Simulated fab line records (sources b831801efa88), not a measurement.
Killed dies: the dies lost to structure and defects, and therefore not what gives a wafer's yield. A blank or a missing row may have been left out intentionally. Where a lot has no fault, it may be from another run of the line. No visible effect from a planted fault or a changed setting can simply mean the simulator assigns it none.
Which tool did it? || flow gf180mcu || 12 lots with 36 wafers sampled at 3 steps, on a route of 602 steps

== WHAT THE GAUGES READ, wafer by wafer ==
GF_CONTACT_RS_MEAS_25: the measuring method here is four-point-probe. Usual: for CONTACT_W_RS the level is 0.381 ohm/sq and the standard deviation is 0.0036.
{"lot": "L748", "measured": "day 16 04:49", "on": "film metro-02", "CONTACT_W_RS (ohm/sq)": "0.384 0.386 0.378", "flag": ""}
{"lot": "L751", "measured": "day 17 05:43", "on": "film metro-01", "CONTACT_W_RS (ohm/sq)": "0.383 0.378 0.382", "flag": ""}
{"lot": "L752", "measured": "day 17 17:35", "on": "film metro-01", "CONTACT_W_RS (ohm/sq)": "0.376 0.381 0.380", "flag": ""}
{"lot": "L753", "measured": "day 18 03:43", "on": "film metro-02", "CONTACT_W_RS (ohm/sq)": "0.378 0.376 0.378", "flag": ""}
{"lot": "L754", "measured": "day 18 09:22", "on": "film metro-01", "CONTACT_W_RS (ohm/sq)": "0.386 0.390 0.379", "flag": ""}
{"lot": "L765", "measured": "day 22 12:26", "on": "film metro-04", "CONTACT_W_RS (ohm/sq)": "0.383 0.376 0.377", "flag": ""}
{"lot": "L766", "measured": "day 23 02:36", "on": "film metro-02", "CONTACT_W_RS (ohm/sq)": "0.379 0.378 0.379", "flag": ""}
{"lot": "L767", "measured": "day 23 06:41", "on": "film metro-02", "CONTACT_W_RS (ohm/sq)": "0.381 0.382 0.377", "flag": ""}
{"lot": "L768", "measured": "day 23 13:08", "on": "film metro-04", "CONTACT_W_RS (ohm/sq)": "0.376 0.379 0.381", "flag": ""}
{"lot": "L769", "measured": "day 23 18:52", "on": "film metro-01", "CONTACT_W_RS (ohm/sq)": "0.381 0.378 0.381", "flag": ""}
{"lot": "L770", "measured": "day 24 04:22", "on": "film metro-02", "CONTACT_W_RS (ohm/sq)": "0.383 0.382 0.383", "flag": ""}
{"lot": "L771", "measured": "day 24 15:07", "on": "film metro-04", "CONTACT_W_RS (ohm/sq)": "0.381 0.374 0.382", "flag": ""}

GF_M1_THK_MEAS_06: measures by xrf. Usual: for M1_ALCU_THK the level is 447 nm and the standard deviation is 6.8.
{"lot": "L748", "measured": "day 16 05:38", "on": "film metro-03", "M1_ALCU_THK (nm)": "448 452 449", "flag": ""}
{"lot": "L751", "measured": "day 17 06:32", "on": "film metro-03", "M1_ALCU_THK (nm)": "447 455 450", "flag": ""}
{"lot": "L752", "measured": "day 17 18:23", "on": "film metro-03", "M1_ALCU_THK (nm)": "449 456 448", "flag": ""}
{"lot": "L753", "measured": "day 18 04:32", "on": "film metro-04", "M1_ALCU_THK (nm)": "457 458 449", "flag": ""}
{"lot": "L754", "measured": "day 18 10:12", "on": "film metro-01", "M1_ALCU_THK (nm)": "440 437 443", "flag": ""}
{"lot": "L765", "measured": "day 22 13:15", "on": "film metro-04", "M1_ALCU_THK (nm)": "444 448 448", "flag": ""}
{"lot": "L766", "measured": "day 23 03:26", "on": "film metro-04", "M1_ALCU_THK (nm)": "455 444 453", "flag": ""}
{"lot": "L767", "measured": "day 23 07:30", "on": "film metro-03", "M1_ALCU_THK (nm)": "454 453 463", "flag": ""}
{"lot": "L768", "measured": "day 23 13:56", "on": "film metro-01", "M1_ALCU_THK (nm)": "433 450 430", "flag": ""}
{"lot": "L769", "measured": "day 23 19:41", "on": "film metro-01", "M1_ALCU_THK (nm)": "445 448 447", "flag": ""}
{"lot": "L770", "measured": "day 24 05:11", "on": "film metro-03", "M1_ALCU_THK (nm)": "447 454 449", "flag": ""}
{"lot": "L771", "measured": "day 24 15:56", "on": "film metro-01", "M1_ALCU_THK (nm)": "446 444 448", "flag": ""}

GF_V1_THK_MEAS_01. Usual: for V1_CVD_00_THK the level is 599 nm and the standard deviation is 7.5.
{"lot": "L748", "measured": "day 17 04:56", "on": "film metro-04", "V1_CVD_00_THK (nm)": "609 603 602", "flag": ""}
{"lot": "L751", "measured": "day 18 06:47", "on": "film metro-03", "V1_CVD_00_THK (nm)": "592 601 598", "flag": ""}
{"lot": "L752", "measured": "day 18 18:42", "on": "film metro-02", "V1_CVD_00_THK (nm)": "594 602 601", "flag": ""}
{"lot": "L753", "measured": "day 19 05:03", "on": "film metro-02", "V1_CVD_00_THK (nm)": "589 607 600", "flag": ""}
{"lot": "L754", "measured": "day 19 11:30", "on": "film metro-02", "V1_CVD_00_THK (nm)": "605 605 598", "flag": ""}
{"lot": "L765", "measured": "day 23 13:59", "on": "film metro-03", "V1_CVD_00_THK (nm)": "602 600 597", "flag": ""}
{"lot": "L766", "measured": "day 24 02:56", "on": "film metro-04", "V1_CVD_00_THK (nm)": "603 596 597", "flag": ""}
{"lot": "L767", "measured": "day 24 07:02", "on": "film metro-03", "V1_CVD_00_THK (nm)": "601 597 606", "flag": ""}
{"lot": "L768", "measured": "day 24 13:11", "on": "film metro-03", "V1_CVD_00_THK (nm)": "600 598 605", "flag": ""}
{"lot": "L769", "measured": "day 24 18:41", "on": "film metro-03", "V1_CVD_00_THK (nm)": "599 607 603", "flag": ""}
{"lot": "L770", "measured": "day 25 04:02", "on": "film metro-02", "V1_CVD_00_THK (nm)": "591 601 600", "flag": ""}
{"lot": "L771", "measured": "day 25 15:05", "on": "film metro-03", "V1_CVD_00_THK (nm)": "601 608 606", "flag": ""}

== WHAT TOOL EACH LOT RAN ON (gives the tool, then ch and the chambers of the sampled wafers, and finally the start) ==
There is no process step in the record ahead of these readings.

== WHAT THE TOOLS THEMSELVES READ (means of the sampled wafers that have a number; where no wafer has one, the mark that the record gives instead) ==
The record holds no such reading with a usual standard deviation.

== THE ANSWER, worked out from the rows above alone ==
Rule: take the mean of a lot's wafers that have a number; if it is more than 3 standard deviations from the usual mean, the lot is off. A lot without any number at a reading at which 4 lots or more have one is off too. Where the step has rows for the other lots, those lots are counted as sound. Order of review: gauges by route order, followed by the tools' own readings, for which a lot's mean as printed above is used. The first step at which some lot is off is used, and at that step the reading that is off furthest; a lot without a number counts as furthest.
Nothing can be told from this: no lot is off at any reading shown.

== WHAT THE SIMULATOR HAD PUT IN ==
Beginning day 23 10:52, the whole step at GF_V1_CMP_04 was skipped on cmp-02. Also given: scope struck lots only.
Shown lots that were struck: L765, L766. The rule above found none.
